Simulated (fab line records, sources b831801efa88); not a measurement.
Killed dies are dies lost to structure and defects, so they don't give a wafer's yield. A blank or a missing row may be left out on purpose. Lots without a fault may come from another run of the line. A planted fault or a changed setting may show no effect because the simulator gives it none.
Which tool did it? | flow sky130 | 14 lots, 42 wafers sampled, at 6 steps of a route of 708

WHAT THE GAUGES READ, wafer by wafer
SKY_FIELD_ISO_THK_MEAS_25. Usual: FIELD_ISO_CVD_24_THK 596 nm, standard deviation 7.4.
lot  | measured    | on            | FIELD_ISO_CVD_24_THK (nm) | flag
L772 | day 2 11:57 | film_metro-04 | 597 595 593               |
L773 | day 2 17:20 | film_metro-02 | 598 590 600               |
L774 | day 2 23:43 | film_metro-02 | 601 599 598               |
L775 | day 3 06:21 | film_metro-02 | 590 604 595               |
L778 | day 3 21:20 | film_metro-04 | 605 588 601               |
L779 | day 4 02:59 | film_metro-02 | 602 593 601               |
L781 | day 4 11:14 | film_metro-02 | 596 588 586               |
L785 | day 5 09:20 | film_metro-04 | 590 605 606               |
L786 | day 5 14:10 | film_metro-04 | 593 609 607               |
L787 | day 5 18:01 | film_metro-01 | 578 584 579               |
L790 | day 6 10:47 | film_metro-04 | 595 599 597               |
L792 | day 6 21:47 | film_metro-01 | 590 591 586               |
L793 | day 7 01:05 | film_metro-01 | 592 593 596               |
L794 | day 7 06:44 | film_metro-02 | 593 589 588               |

SKY_NWELL_RS_MEAS_29: measures by four-point-probe. Usual: NWELL_RS 624.9 ohm/sq, standard deviation 1.6.
lot  | measured     | on            | NWELL_RS (ohm/sq) | flag
L772 | day 5 12:32  | film_metro-03 | 625.0 626.7 624.6 |
L773 | day 5 19:06  | film_metro-03 | 623.4 621.8 622.3 |
L774 | day 6 00:19  | film_metro-02 | 628.6 627.3 627.1 |
L775 | day 6 09:44  | film_metro-02 | 624.0 626.2 624.2 |
L778 | day 7 03:38  | film_metro-02 | 626.5 625.6 624.9 |
L779 | day 7 11:59  | film_metro-01 | 627.2 627.2 626.6 |
L781 | day 7 19:05  | film_metro-03 | 624.5 625.5 624.1 |
L785 | day 8 20:02  | film_metro-03 | 624.3 621.7 622.7 |
L786 | day 9 08:20  | film_metro-02 | 627.0 628.4 626.3 |
L787 | day 9 11:12  | film_metro-02 | 624.1 623.8 623.7 |
L790 | day 10 04:11 | film_metro-01 | 625.5 625.6 627.0 |
L792 | day 10 12:32 | film_metro-01 | 623.5 623.6 624.3 |
L793 | day 10 13:49 | film_metro-02 | 624.6 624.4 623.7 |
L794 | day 11 00:57 | film_metro-02 | 627.3 625.7 626.6 |

SKY_VT_ADJUST_HVTP_TW_MEAS_11. Usual: VT_ADJUST_HVTP_TW 1373, standard deviation 16.
lot  | measured     | on            | VT_ADJUST_HVTP_TW | flag
L772 | day 6 07:56  | film_metro-03 | 1356 1364 1360    |
L773 | day 6 13:56  | film_metro-04 | 1390 1388 1378    |
L774 | day 6 20:08  | film_metro-03 | 1363 1355 1362    |
L775 | day 7 05:13  | film_metro-04 | 1396 1400 1395    |
L778 | day 8 00:08  | film_metro-04 | 1396 1394 1392    |
L779 | day 8 13:36  | film_metro-03 | 1356 1357 1364    |
L781 | day 8 15:26  | film_metro-01 | 1381 1377 1374    |
L785 | day 9 17:37  | film_metro-03 | 1362 1358 1352    |
L786 | day 10 05:17 | film_metro-03 | 30 30 30          | OFF
L787 | day 10 09:04 | film_metro-03 | 30 30 30          | OFF
L790 | day 11 02:14 | film_metro-01 | 1380 1380 1377    |
L792 | day 11 11:05 | film_metro-01 | 1377 1375 1370    |
L793 | day 11 11:52 | film_metro-03 | 1351 1355 1350    |
L794 | day 11 23:09 | film_metro-03 | 1346 1340 1357    |

WHICH TOOL RAN EACH LOT (tool, then ch and the chambers of the sampled wafers, then the start)
lot  | SKY_PWDE_STRIP_09                   | SKY_NWELL_STRIP_25                   | SKY_VT_ADJUST_HVTP_STRIP_10
L772 | plasma_asher-01 ch 0,1, day 4 00:43 | plasma_asher-04 ch 0,1, day 5 12:12  | plasma_asher-04 ch 0,1, day 6 07:49
L773 | plasma_asher-03 ch 0,1, day 4 06:52 | plasma_asher-03 ch 0,1, day 5 18:46  | plasma_asher-04 ch 0,1, day 6 13:50
L774 | plasma_asher-03 ch 0,1, day 4 11:58 | plasma_asher-03 ch 0,1, day 6 00:00  | plasma_asher-03 ch 0,1, day 6 20:02
L775 | plasma_asher-03 ch 0,1, day 4 20:16 | plasma_asher-04 ch 1, day 6 09:25    | plasma_asher-03 ch 0,1, day 7 05:07
L778 | plasma_asher-03 ch 0, day 5 13:10   | plasma_asher-03 ch 0,1, day 7 03:19  | plasma_asher-04 ch 0,1, day 8 00:02
L779 | plasma_asher-03 ch 0,1, day 5 20:16 | plasma_asher-04 ch 0,1, day 7 11:40  | plasma_asher-03 ch 0,1, day 8 13:30
L781 | plasma_asher-02 ch 0,1, day 6 03:22 | plasma_asher-03 ch 0,1, day 7 18:46  | plasma_asher-02 ch 0,1, day 8 15:20
L785 | plasma_asher-03 ch 0,1, day 7 05:40 | plasma_asher-04 ch 0,1, day 8 19:43  | plasma_asher-03 ch 0,1, day 9 17:31
L786 | plasma_asher-03 ch 0,1, day 7 09:55 | plasma_asher-04 ch 0,1, day 9 08:01  | plasma_asher-03 ch 0,1, day 10 05:11
L787 | plasma_asher-02 ch 0,1, day 7 15:06 | plasma_asher-01 ch 0,1, day 9 10:53  | plasma_asher-04 ch 0,1, day 10 08:58
L790 | plasma_asher-03 ch 0,1, day 8 12:36 | plasma_asher-01 ch 0,1, day 10 03:52 | plasma_asher-02 ch 0,1, day 11 02:08
L792 | plasma_asher-01 ch 1, day 8 17:40   | plasma_asher-01 ch 0, day 10 12:13   | plasma_asher-02 ch 0,1, day 11 10:59
L793 | plasma_asher-02 ch 0,1, day 8 18:19 | plasma_asher-04 ch 0,1, day 10 13:30 | plasma_asher-02 ch 0,1, day 11 11:46
L794 | plasma_asher-03 ch 0,1, day 9 04:10 | plasma_asher-04 ch 0,1, day 11 00:37 | plasma_asher-04 ch 0,1, day 11 23:02
- SKY_PWDE_STRIP_09: strips in O2/N2.
- SKY_NWELL_STRIP_25: strips in O2/N2.
- SKY_VT_ADJUST_HVTP_STRIP_10: strips in O2/N2.

WHAT THE TOOLS THEMSELVES READ (means of the sampled wafers that have a number; where no wafer has one, the mark that the record gives instead)
SKY_PWDE_STRIP_09. Usual: chamber_pressure_mTorr 1500.1 mTorr, standard deviation 1.5; drypump_motor_current_A 5.6 A, standard deviation 0.37; n2_flow_sccm 300.0 sccm, standard deviation 0.95; oes_product_au 0.722 a.u., standard deviation 0.0039; strip_time_to_endpoint_s 36.89 s, standard deviation 0.12.
lot  | tool            | chamber_pressure_mTorr (mTorr) | drypump_motor_current_A (A) | n2_flow_sccm (sccm) | oes_product_au (a.u.) | strip_time_to_endpoint_s (s) | flag
L772 | plasma_asher-01 | 1500.3                         | 5.9                         | 299.7               | 0.718                 | 36.99                        |
L773 | plasma_asher-03 | 1500.4                         | 5.5                         | 300.0               | 0.721                 | 36.71                        |
L774 | plasma_asher-03 | 1498.3                         | 5.6                         | 299.1               | 0.716                 | 36.71                        |
L775 | plasma_asher-03 | 1500.6                         | 5.5                         | 298.7               | 0.723                 | 36.93                        |
L778 | plasma_asher-03 | 1498.9                         | 5.8                         | 300.1               | 0.724                 | 37.05                        |
L779 | plasma_asher-03 | 1499.8                         | 5.6                         | 300.2               | 0.724                 | 36.90                        |
L781 | plasma_asher-02 | 1501.1                         | 5.9                         | 300.3               | 0.722                 | 36.86                        |
L785 | plasma_asher-03 | 1500.9                         | 5.6                         | 300.0               | 0.725                 | 36.91                        |
L786 | plasma_asher-03 | 1499.9                         | 5.5                         | 300.4               | 0.724                 | 36.86                        |
L787 | plasma_asher-02 | 1501.4                         | 5.5                         | 300.3               | 0.726                 | 36.80                        |
L790 | plasma_asher-03 | 1499.9                         | 5.5                         | 298.7               | 0.725                 | 36.90                        |
L792 | plasma_asher-01 | 1499.6                         | 5.5                         | 299.9               | 0.724                 | 37.17                        |
L793 | plasma_asher-02 | 1499.4                         | 5.9                         | 299.9               | 0.726                 | 36.88                        |
L794 | plasma_asher-03 | 1500.1                         | 5.5                         | 299.9               | 0.719                 | 36.81                        |

SKY_NWELL_STRIP_25. Usual: chamber_pressure_mTorr 1500.2 mTorr, standard deviation 1.4; drypump_motor_current_A 5.6 A, standard deviation 0.62; n2_flow_sccm 299.9 sccm, standard deviation 0.81; oes_product_au 0.722 a.u., standard deviation 0.0045; strip_time_to_endpoint_s 36.83 s, standard deviation 0.11.
lot  | tool            | chamber_pressure_mTorr (mTorr) | drypump_motor_current_A (A) | n2_flow_sccm (sccm) | oes_product_au (a.u.) | strip_time_to_endpoint_s (s) | flag
L772 | plasma_asher-04 | 1501.3                         | 5.9                         | 300.7               | 0.722                 | 36.85                        |
L773 | plasma_asher-03 | 1500.3                         | 5.6                         | 299.1               | 0.722                 | 36.99                        |
L774 | plasma_asher-03 | 1499.6                         | 5.5                         | 300.2               | 0.722                 | 36.81                        |
L775 | plasma_asher-04 | 1500.1                         | 4.7                         | 300.5               | 0.723                 | 36.96                        |
L778 | plasma_asher-03 | 1500.6                         | 5.6                         | 299.9               | 0.721                 | 36.90                        |
L779 | plasma_asher-04 | 1499.9                         | 5.3                         | 299.9               | 0.731                 | 36.68                        |
L781 | plasma_asher-03 | 1500.4                         | 5.5                         | 298.9               | 0.723                 | 36.67                        |
L785 | plasma_asher-04 | 1501.7                         | 5.9                         | 300.7               | 0.723                 | 36.77                        |
L786 | plasma_asher-04 | -                              | -                           | -                   | -                     | -                            | OFF
L787 | plasma_asher-01 | -                              | -                           | -                   | -                     | -                            | OFF
L790 | plasma_asher-01 | 1500.4                         | 6.0                         | 300.0               | 0.721                 | 36.96                        |
L792 | plasma_asher-01 | 1500.1                         | 6.2                         | 300.2               | 0.723                 | 36.93                        |
L793 | plasma_asher-04 | 1500.1                         | 5.3                         | 299.9               | 0.720                 | 36.72                        |
L794 | plasma_asher-04 | 1499.7                         | 5.3                         | 299.5               | 0.724                 | 36.75                        |

SKY_VT_ADJUST_HVTP_STRIP_10. Usual: chamber_pressure_mTorr 1500.0 mTorr, standard deviation 1.3; drypump_motor_current_A 5.6 A, standard deviation 0.61; n2_flow_sccm 299.9 sccm, standard deviation 0.86; oes_product_au 0.715 a.u., standard deviation 0.0045; strip_time_to_endpoint_s 14.16 s, standard deviation 0.038.
lot  | tool            | chamber_pressure_mTorr (mTorr) | drypump_motor_current_A (A) | n2_flow_sccm (sccm) | oes_product_au (a.u.) | strip_time_to_endpoint_s (s) | flag
L772 | plasma_asher-04 | 1499.5                         | 5.3                         | 299.4               | 0.715                 | 14.20                        |
L773 | plasma_asher-04 | 1500.3                         | 5.9                         | 299.8               | 0.716                 | 14.20                        |
L774 | plasma_asher-03 | 1500.3                         | 5.5                         | 299.4               | 0.712                 | 14.11                        |
L775 | plasma_asher-03 | 1501.1                         | 5.5                         | 300.1               | 0.713                 | 14.15                        |
L778 | plasma_asher-04 | 1500.9                         | 5.3                         | 299.8               | 0.714                 | 14.14                        |
L779 | plasma_asher-03 | 1499.3                         | 5.6                         | 300.7               | 0.716                 | 14.18                        |
L781 | plasma_asher-02 | 1501.9                         | 5.9                         | 299.8               | 0.715                 | 14.17                        |
L785 | plasma_asher-03 | 1499.6                         | 5.5                         | 299.4               | 0.715                 | 14.18                        |
L786 | plasma_asher-03 | 1500.2                         | 5.5                         | 300.7               | 0.729                 | 58.39                        | OFF
L787 | plasma_asher-04 | 1498.7                         | 5.3                         | 300.2               | 0.731                 | 58.49                        | OFF
L790 | plasma_asher-02 | 1498.9                         | 5.5                         | 301.0               | 0.715                 | 14.22                        |
L792 | plasma_asher-02 | 1500.8                         | 5.9                         | 299.5               | 0.720                 | 14.17                        |
L793 | plasma_asher-02 | 1500.9                         | 5.5                         | 299.4               | 0.720                 | 14.15                        |
L794 | plasma_asher-04 | 1499.0                         | 5.3                         | 298.8               | 0.715                 | 14.19                        |

THE ANSWER, worked out from the rows above alone
Rule: a lot is off if the mean of its wafers that have a number lies more than 3 standard deviations from the usual mean. A lot without any number at a reading at which 4 lots or more have one is off too. The other lots that the step has rows for count as sound. The gauges are gone through in route order, then the tools' own readings, and for those a lot's mean is taken as printed above. The first step at which some lot is off is used, and at that step the reading that is off furthest; a lot without a number counts as furthest.
Off: L786, L787, at SKY_VT_ADJUST_HVTP_TW_MEAS_11 (VT_ADJUST_HVTP_TW).
A tool fits if, at a process step before that reading, it ran every lot that is off, and no sound lot after the first of them. The gauges at SKY_VT_ADJUST_HVTP_TW_MEAS_11 aren't tried: what is off there is off at SKY_NWELL_STRIP_25 too, on other tools, and a gauge's error can't cause that. None of those tried fits.

WHAT THE SIMULATOR HAD PUT IN
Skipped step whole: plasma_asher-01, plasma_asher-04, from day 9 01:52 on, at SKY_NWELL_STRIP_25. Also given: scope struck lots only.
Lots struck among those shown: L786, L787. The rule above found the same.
